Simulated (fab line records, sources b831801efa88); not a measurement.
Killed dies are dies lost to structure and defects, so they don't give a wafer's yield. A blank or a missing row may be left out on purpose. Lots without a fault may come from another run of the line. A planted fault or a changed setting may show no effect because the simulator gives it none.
fab line records | flow gf180mcu
record lots=14 wafers=42 last_day=34
route steps=602 shown V5@555 TOP_METAL@583 PASSIVATION@587
lots that met no fault: from a run of the same line without faults
start_h: hours from the record's first day to the start of the lot's first wafer shown | wait_h: hours since the lot's step before | " the same as in the row above | L1.1+2: a row that stands for several wafers | - no value, or no start given | * or withheld: withheld | < > ~ a bound
route shown NAME@n: a module of which the file shows steps, and the number in the route of the first | usual: mean/standard deviation of fault-free wafers | same: alike in all rows | chamber/n: place in a boat | sites: the reading at each site | _std_site: their standard deviation | _edge_site: outer sites' mean less inner sites' | radius_mm: how far each site lies from the wafer's centre | mask NAME#n: copy n | behind: the tool/chamber that last shaped the wafer | hold: why the lot was held/for how many hours/how that ended | device: the transistor (n, p or np) that didn't switch | end of line: the same wafers' tests at the end of the route | a step without rows: its recipe alone | killed: dies lost to structure and defects at the first sort, not the wafer's yield | map: a wafer's dies, x killed, . not, _ none there
set.NAME: the setting as run; set.NAME@STEP: as run at that earlier step | model.NAME: the simulator's own value behind a step, which no gauge read
steps of the route over a sample of lots; a table a step, a row a wafer
services: from which hour (start_h, from the record's first day; less than 0 if before it) a tool's chamber was out of use, for how many hours, and why
## steps
# step GF_V5_OVL_MEAS_15
# usual V5_OVL=-5/5.1
# columns lot.wafer tool chamber start_h wait_h V5_OVL[nm]
L760.2 overlay-01 - 642.75 0.1 -1
L760.3 " - " " -1
L760.4 " - " " 2
L761.1 overlay-02 - 643.86 0.1 -12
L761.2 " - " " -3
L761.4 " - " " -6
L762.1 overlay-01 - 648.51 0.1 -5
L762.2 " - " " -3
L762.6 " - " " 3
L766.2 overlay-01 - 686.06 0.1 -4
L766.3 " - " " -3
L766.5 " - " " -10
L767.1 overlay-01 - 686.74 0.1 -2
L767.2 " - " " 1
L767.5 " - " " -4
L769.3 overlay-02 - 699.28 0.1 -5
L769.4 " - " " 1
L769.6 " - " " -1
L770.1 overlay-02 - 712.90 0.1 -8
L770.4 " - " " -9
L770.5 " - " " -10
L771.2 overlay-01 - 721.22 0.1 2
L771.4 " - " " 0
L771.6 " - " " -1
L774.3 overlay-01 - 729.51 0.1 -6
L774.5 " - " " -2
L774.6 " - " " -15
L775.1 overlay-02 - 750.89 0.1 3
L775.3 " - " " 1
L775.6 " - " " 2
L777.2 overlay-02 - 758.34 0.1 -20
L777.4 " - " " -19
L777.5 " - " " -15
L781.1 overlay-02 - 774.32 0.1 -1
L781.3 " - " " -10
L781.4 " - " " -8
L782.1 overlay-01 - 777.96 0.1 -3
L782.3 " - " " 2
L782.6 " - " " -3
L783.1 overlay-02 - 782.60 0.1 -6
L783.2 " - " " -3
L783.6 " - " " -5
# step GF_V5_ETCH_16
# recipe chemistry=N2/H2 target_depth_a=withheld overetch_a=withheld time_s=withheld target=BARC ion_energy_ev=200 source_w=500 bias_w=100 pressure_mtorr=30 n2_flow_sccm=100 h2_flow_sccm=200
# usual drypump_motor_current_A=5.8/0.43 h2_flow_sccm=200.0/0.59 oes_product_au=0.854/0.0048 rf_fwd_power_W=496.3/1.8 throttle_valve_pct=13.225/0.0087
# columns lot.wafer tool chamber start_h wait_h drypump_motor_current_A h2_flow_sccm oes_product_au rf_fwd_power_W throttle_valve_pct
L760.2 rie_diel-02 0 642.78 0.0 5.2 199.1 0.856 495.8 13.235
L760.3 " 1 " " 6.1 200.7 0.857 499.4 13.224
L760.4 " 3 " " 6.4 198.3 0.857 497.2 13.228
L761.1 rie_diel-01 1 643.90 0.0 5.7 200.7 0.844 494.4 13.224
L761.2 " 3 " " 6.3 199.2 0.844 494.0 13.220
L761.4 " 0 " " 5.6 200.4 0.856 496.5 13.226
L762.1 rie_diel-04 3 648.55 0.0 6.0 199.2 0.854 496.2 13.228
L762.2 " 2 " " 5.5 200.1 0.856 501.1 13.223
L762.6 " 2 " " 5.5 200.3 0.862 500.3 13.229
L766.2 rie_diel-01 1 686.09 0.0 5.8 200.1 0.860 498.8 13.241
L766.3 " 2 " " 6.5 200.6 0.854 493.9 13.232
L766.5 " 0 " " 5.6 200.5 0.860 495.6 13.222
L767.1 rie_diel-02 3 686.77 0.0 6.3 200.7 0.861 499.0 13.231
L767.2 " 1 " " 6.1 199.9 0.860 498.1 13.214
L767.5 " 0 " " 5.2 199.6 0.850 496.9 13.219
L769.3 rie_diel-04 1 699.30 0.0 5.2 199.2 0.855 495.4 13.224
L769.4 " 0 " " 5.5 199.9 0.857 496.9 13.223
L769.6 " 1 " " 5.2 199.6 0.854 496.0 13.229
L770.1 rie_diel-01 1 712.94 0.0 5.7 199.9 0.862 496.1 13.232
L770.4 " 0 " " 5.6 200.9 0.846 495.2 13.224
L770.5 " 2 " " 6.5 199.0 0.857 495.8 13.213
L771.2 rie_diel-04 2 721.25 0.0 5.5 200.1 0.847 499.1 13.216
L771.4 " 1 " " 5.2 199.9 0.850 496.2 13.241
L771.6 " 0 " " 5.5 199.0 0.854 492.6 13.243
L774.3 rie_diel-01 0 729.54 0.0 5.6 199.0 0.856 494.4 13.227
L774.5 " 3 " " 6.3 199.8 0.852 493.9 13.224
L774.6 " 0 " " 5.6 200.3 0.846 496.9 13.208
L775.1 rie_diel-04 2 750.92 0.0 5.4 200.3 0.858 495.8 13.208
L775.3 " 0 " " 5.5 199.8 0.865 494.7 13.221
L775.6 " 3 " " 5.9 200.1 0.862 498.5 13.231
L777.2 rie_diel-02 1 758.37 0.0 6.1 199.3 0.854 496.8 13.233
L777.4 " 3 " " 6.3 201.0 0.855 497.5 13.221
L777.5 " 1 " " 6.1 200.7 0.850 497.6 13.221
L781.1 rie_diel-04 2 774.36 0.0 5.5 200.6 0.867 497.9 13.223
L781.3 " 3 " " 5.9 200.0 0.856 498.5 13.248
L781.4 " 1 " " 5.2 200.1 0.851 496.5 13.225
L782.1 rie_diel-02 1 778.00 0.0 6.1 199.8 0.852 498.0 13.237
L782.3 " 2 " " 5.4 199.2 0.853 497.9 13.232
L782.6 " 2 " " 5.4 199.6 0.860 495.4 13.208
L783.1 rie_diel-04 2 782.64 0.0 5.5 200.9 0.862 499.7 13.213
L783.2 " 0 " " 5.5 199.9 0.856 493.4 13.222
L783.6 " 2 " " 5.5 200.9 0.848 493.7 13.223
# step GF_TOP_METAL_METAL_ETCH_16
# recipe chemistry=Cl2/BCl3 mask_material=NOVOLAK target_depth_nm=1077.5 stop_on=SiO2 pressure_mtorr=8 icp_w=800 bias_w=140 Cl2_flow_sccm=80 bcl3_flow_sccm=40 time_s=179.6
# usual drypump_motor_current_A=5.7/0.39 oes_product_au=0.966/0.0063 rf_fwd_power_W=796.5/2.7 throttle_valve_pct=28.257/0.011
# columns lot.wafer tool chamber start_h wait_h drypump_motor_current_A oes_product_au rf_fwd_power_W rf_hours_counter_h throttle_valve_pct
L760.2 rie_metal-04 1 664.36 0.0 4.9 0.965 793.5 4 28.253
L760.3 " 1 " " 4.8 0.971 797.4 - 28.253
L760.4 " 0 " " 6.0 0.971 795.7 - 28.251
L761.1 rie_metal-02 1 664.94 0.0 5.8 0.967 794.9 6 28.254
L761.2 " 0 " " 5.7 0.971 794.5 6 28.246
L761.4 " 0 " " 5.7 0.965 794.6 - 28.264
L762.1 rie_metal-02 1 669.87 0.0 5.8 0.957 798.6 6 28.255
L762.2 " 0 " " 5.7 0.967 802.3 6 28.263
L762.6 " 1 " " 5.8 0.969 798.0 - 28.264
L766.2 rie_metal-04 0 706.11 0.0 6.0 0.972 795.1 13 28.249
L766.3 " 1 " " 4.8 0.967 798.2 - 28.250
L766.5 " 1 " " 4.8 0.966 794.9 - 28.250
L767.1 rie_metal-02 0 707.27 0.0 5.7 0.971 797.1 8 28.228
L767.2 " 1 " " 5.8 0.972 798.1 7 28.245
L767.5 " 0 " " 5.7 0.983 796.8 - 28.252
L769.3 rie_metal-04 0 719.03 0.1 5.9 0.961 796.7 - 28.246
L769.4 " 1 " " 4.8 0.970 798.4 - 28.240
L769.6 " 1 " " 4.8 0.966 796.8 - 28.248
L770.1 rie_metal-04 0 732.72 0.0 6.0 0.972 790.6 14 28.259
L770.4 " 0 " " 6.0 0.971 791.5 - 28.249
L770.5 " 0 " " 6.0 0.966 798.3 - 28.254
L771.2 rie_metal-04 0 740.13 0.0 6.0 0.974 800.7 14 28.259
L771.4 " 1 " " 4.8 0.965 797.9 - 28.257
L771.6 " 0 " " 6.0 0.967 797.4 - 28.255
L774.3 rie_metal-02 1 748.04 0.1 5.8 0.969 793.5 - 28.260
L774.5 " 1 " " 5.8 0.966 793.0 - 28.265
L774.6 " 0 " " 5.7 0.961 798.5 - 28.272
L775.1 rie_metal-04 1 769.04 0.0 4.8 0.807 802.1 9 28.443
L775.3 " 1 " " 4.8 0.804 799.7 - 28.441
L775.6 " 0 " " 6.0 0.803 792.7 - 28.436
L777.2 rie_metal-02 1 776.22 0.0 5.8 0.962 797.0 11 28.263
L777.4 " 0 " " 5.7 0.959 796.0 - 28.283
L777.5 " 1 " " 5.8 0.961 795.4 - 28.257
L781.1 rie_metal-04 0 791.91 0.0 6.0 0.800 795.4 2 28.456
L781.3 " 1 " " 4.8 0.794 798.5 - 28.440
L781.4 " 0 " " 6.0 0.796 796.2 - 28.433
L782.1 rie_metal-02 1 795.34 0.0 5.8 0.965 794.7 12 28.262
L782.3 " 1 " " 5.8 0.966 790.9 - 28.263
L782.6 " 1 " " 5.8 0.970 794.2 - 28.248
L783.1 rie_metal-02 1 799.84 0.0 5.8 0.960 796.8 12 28.254
L783.2 " 1 " " 5.8 0.960 798.7 - 28.269
L783.6 " 1 " " 5.8 0.953 793.8 - 28.274
# step GF_TOP_METAL_STRIP_17
# recipe chemistry=O2/N2 power_w=1400 pressure_mtorr=1500 platen_temp_c=250 o2_flow_sccm=3000 n2_flow_sccm=300 overash_fraction=0.5
# usual drypump_motor_current_A=5.72/0.17 heater_power_w=359/33 oes_product_au=0.710/0.0043 strip_time_to_endpoint_s=13.45/0.097
# columns lot.wafer tool chamber start_h wait_h drypump_motor_current_A heater_power_w oes_product_au rf_hours_counter_h strip_time_to_endpoint_s
L760.2 plasma_asher-04 1 664.54 0.1 5.73 330 0.712 101 13.51
L760.3 " 0 " " 5.83 355 0.705 - 13.50
L760.4 " 1 " " 5.75 324 0.711 - 13.55
L761.1 plasma_asher-02 1 665.12 0.1 5.51 348 0.707 56 13.56
L761.2 " 0 " " 5.98 412 0.713 56 13.43
L761.4 " 1 " " 5.51 351 0.709 - 13.44
L762.1 plasma_asher-04 0 670.05 0.1 5.82 349 0.708 102 13.47
L762.2 " 1 " " 5.75 318 0.716 102 13.44
L762.6 " 0 " " 5.81 356 0.711 - 13.39
L766.2 plasma_asher-04 1 706.29 0.1 5.75 326 0.709 105 13.57
L766.3 " 0 " " 5.82 343 0.711 - 13.55
L766.5 " 0 " " 5.83 354 0.707 - 13.56
L767.1 plasma_asher-03 1 707.45 0.1 5.65 354 0.709 97 13.54
L767.2 " 0 " " 5.55 384 0.710 97 13.54
L767.5 " 1 " " 5.65 353 0.714 - 13.58
L769.3 plasma_asher-03 0 719.18 0.1 5.57 391 0.711 - 13.36
L769.4 " 1 " " 5.68 348 0.709 - 13.30
L769.6 " 0 " " 5.57 387 0.713 - 13.30
L770.1 plasma_asher-02 0 732.90 0.1 6.08 424 0.705 64 13.43
L770.4 " 1 " " 5.50 343 0.712 - 13.44
L770.5 " 1 " " 5.50 340 0.713 - 13.46
L771.2 plasma_asher-02 1 740.31 0.1 5.49 335 0.707 65 13.40
L771.4 " 0 " " 5.99 422 0.715 - 13.38
L771.6 " 0 " " 6.00 423 0.709 - 13.48
L774.3 plasma_asher-02 0 748.19 0.1 6.04 415 0.718 - 13.50
L774.5 " 1 " " 5.50 341 0.708 - 13.43
L774.6 " 0 " " 6.03 415 0.704 - 13.52
L775.1 plasma_asher-04 1 769.21 0.1 5.74 312 0.710 3 15.00
L775.3 " 1 " " 5.74 314 0.700 - 15.05
L775.6 " 1 " " 5.73 313 0.708 - 15.01
L777.2 plasma_asher-03 0 776.40 0.1 5.55 388 0.705 105 13.44
L777.4 " 1 " " 5.65 350 0.716 - 13.47
L777.5 " 1 " " 5.65 343 0.702 - 13.44
L781.1 plasma_asher-02 1 792.09 0.1 5.50 352 0.708 70 15.05
L781.3 " 1 " " 5.49 354 0.710 - 15.05
L781.4 " 0 " " 6.03 419 0.711 - 15.11
L782.1 plasma_asher-04 0 795.80 0.4 5.83 339 0.702 5 13.58
L782.3 " 0 " " 5.83 346 0.708 - 13.53
L782.6 " 0 " " 5.84 334 0.704 - 13.56
L783.1 plasma_asher-03 1 800.30 0.4 5.69 350 0.703 107 13.57
L783.2 " 0 " " 5.59 381 0.719 107 13.51
L783.6 " 1 " " 5.66 353 0.709 - 13.60
# step GF_PASSIVATION_CVD_00
# recipe material=SiO2 target_thk_nm=1000 precursor=TEOS temp_c=400 time_s=111.95 rf_w=600
# usual heater_power_outer_w=387/61 heater_power_w=670/82 rf_fwd_power_W=596.1/2.1
# columns lot.wafer tool chamber start_h wait_h heater_power_outer_w heater_power_w rf_fwd_power_W
L760.2 pecvd-03 1 665.07 0.0 450 760 596.3
L760.3 " 0 " " 408 677 596.2
L760.4 " 0 " " 447 724 597.6
L761.1 pecvd-04 2 665.65 0.0 323 548 597.7
L761.2 " 1 " " 500 830 598.2
L761.4 " 1 " " 374 660 597.3
L762.1 pecvd-04 0 670.58 0.0 395 703 595.9
L762.2 " 2 " " 389 637 601.8
L762.6 " 2 " " 283 484 599.0
L766.2 pecvd-02 1 706.82 0.0 406 780 595.2
L766.3 " 2 " " 464 707 594.7
L766.5 " 2 " " 355 575 597.7
L767.1 pecvd-04 1 707.99 0.0 474 774 591.9
L767.2 " 0 " " 372 661 594.6
L767.5 " 2 " " 283 487 598.2
L769.3 pecvd-03 2 719.68 0.0 309 613 595.7
L769.4 " 1 " " 448 754 598.5
L769.6 " 2 " " 337 660 593.4
L770.1 pecvd-03 1 733.46 0.0 466 733 592.7
L770.4 " 0 " " 363 589 597.9
L770.5 " 1 " " 350 594 591.2
L771.2 pecvd-02 1 740.88 0.0 408 737 595.0
L771.4 " 1 " " 302 594 597.1
L771.6 " 2 " " 349 551 594.5
L774.3 pecvd-02 0 748.69 0.0 256 530 599.1
L774.5 " 2 " " 447 690 593.6
L774.6 " 0 " " 315 602 600.2
L775.1 pecvd-03 0 769.74 0.0 401 658 596.6
L775.3 " 1 " " 474 764 594.3
L775.6 " 2 " " 342 648 595.5
L777.2 pecvd-03 0 776.94 0.0 468 743 598.6
L777.4 " 1 " " 366 604 596.0
L777.5 " 0 " " 366 613 598.6
L781.1 pecvd-04 1 792.62 0.0 438 740 596.2
L781.3 " 0 " " 456 800 597.6
L781.4 " 0 " " 341 626 597.8
L782.1 pecvd-04 1 796.34 0.0 463 779 595.5
L782.3 " 0 " " 443 764 594.1
L782.6 " 1 " " 500 827 596.0
L783.1 pecvd-02 2 800.84 0.0 356 573 591.5
L783.2 " 1 " " 393 718 598.3
L783.6 " 0 " " 340 640 597.6
## services
# columns tool chamber start_h hours kind
rie_diel-04 1 638.99 1.8 repair
pecvd-02 - 639.71 2.0 repair
pecvd-04 - 657.22 1.0 repair
rie_metal-02 - 657.66 2.8 pm
rie_diel-04 2 668.00 4.1 repair
rie_metal-04 - 674.75 0.1 repair
plasma_asher-03 - 677.40 0.9 repair
rie_diel-02 - 692.88 2.8 pm
plasma_asher-04 - 700.15 5.6 repair
rie_diel-04 2 703.29 13.8 repair
rie_metal-02 1 707.64 1.5 repair
rie_diel-02 - 716.36 2.2 repair
plasma_asher-04 - 733.75 9.0 pm
rie_diel-04 3 746.92 3.0 repair
rie_diel-02 3 747.42 5.2 repair
plasma_asher-02 - 749.00 1.2 repair
rie_diel-02 0 749.58 33.8 repair
rie_diel-02 2 756.76 4.8 repair
pecvd-02 - 763.31 0.6 repair
rie_diel-04 1 768.09 3.5 repair
rie_diel-01 - 784.48 2.8 pm
pecvd-03 - 797.53 3.5 repair
pecvd-04 - 799.38 14.0 pm
plasma_asher-04 - 800.83 4.6 repair
## key
first_sign step=GF_TOP_METAL_METAL_ETCH_16 reading=oes_product_au direction=down sigmas=26 usual=0.966 struck=0.800
effect step=GF_TOP_METAL_METAL_ETCH_16 reading=throttle_valve_pct direction=up sigmas=17 usual=28.257 struck=28.442
effect step=GF_TOP_METAL_STRIP_17 reading=strip_time_to_endpoint_s direction=up sigmas=16 usual=* struck=*
met_at GF_TOP_METAL_METAL_ETCH_16
struck_lots L775,L781
sort_left_out L775.1,L775.3,L775.6,L781.1,L781.3,L781.4
not_acting_at GF_V5_OVL_MEAS_15,GF_V5_ETCH_16,GF_PASSIVATION_CVD_00
onset_between 740.13 769.04
fault kind=process_parameter_drift tool=rie_metal-04 chamber=- onset_h=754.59 steps=GF_TOP_METAL_METAL_ETCH_16 channel=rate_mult offset=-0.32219 shape=step end_h=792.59
# sort_left_out: the simulated sort isn't trusted on such a fault, so these wafers' sort isn't shown, and their yield isn't known
